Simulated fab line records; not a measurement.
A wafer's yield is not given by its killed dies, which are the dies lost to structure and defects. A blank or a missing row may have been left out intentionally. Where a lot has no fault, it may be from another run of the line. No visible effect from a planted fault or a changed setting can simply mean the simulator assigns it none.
Matching of chambers + flow gf180mcu + 4 sister chambers for GF_V4_CMP_04 on cmp-01
The step polishes SiO2. 4 wafers are shown with their chamber, then 10 later ones without.

EACH WAFER AND ITS CHAMBER
| wafer  | chamber | motor-current-A (A) |
|--------|---------|---------------------|
| L081.5 | 1       | 9.9                 |
| L085.6 | 0       | 11.4                |
| L088.1 | 3       | 11.5                |
| L088.4 | 2       | 12.4                |

WAFERS WITHOUT THEIR CHAMBER
| wafer  | motor-current-A (A) |
|--------|---------------------|
| L088.6 | 10.0                |
| L090.4 | 10.7                |
| L090.5 | 9.8                 |
| L090.6 | 12.3                |
| L092.1 | 12.4                |
| L092.3 | 12.1                |
| L092.5 | 11.9                |
| L093.3 | 10.3                |
| L093.4 | 11.7                |
| L093.5 | 12.7                |

EACH ONE'S CHAMBER
| wafer  | from the rows above          | in truth |
|--------|------------------------------|----------|
| L088.6 | 1                            | 1        |
| L090.4 | can't be placed: 0 or 1 or 3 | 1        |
| L090.5 | 1                            | 1        |
| L090.6 | 2                            | 2        |
| L092.1 | 2                            | 2        |
| L092.3 | can't be placed: 2 or 3 or 0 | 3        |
| L092.5 | can't be placed: 3 or 0 or 2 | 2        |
| L093.3 | 1                            | 1        |
| L093.4 | can't be placed: 3 or 0 or 2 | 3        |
| L093.5 | 2                            | 2        |
Correctly placed: 6 of 10. These rows do not allow placing 4 (true chamber among the candidates in 4). Number placed wrongly: 0.
How it was worked out, from the rows above alone: a wafer's distance from a chamber is the root of the sum, over the readings, of the square of ((its reading less the chamber's mean) divided by the reading's scatter). The wafer belongs to the nearest chamber; if the next one is less than 2 further off, it can't be placed. A chamber's mean is the mean of its shown wafers. The scatter: with one shown wafer a chamber, the root of the mean of the squares of how far each hidden wafer lies from its nearest shown one.
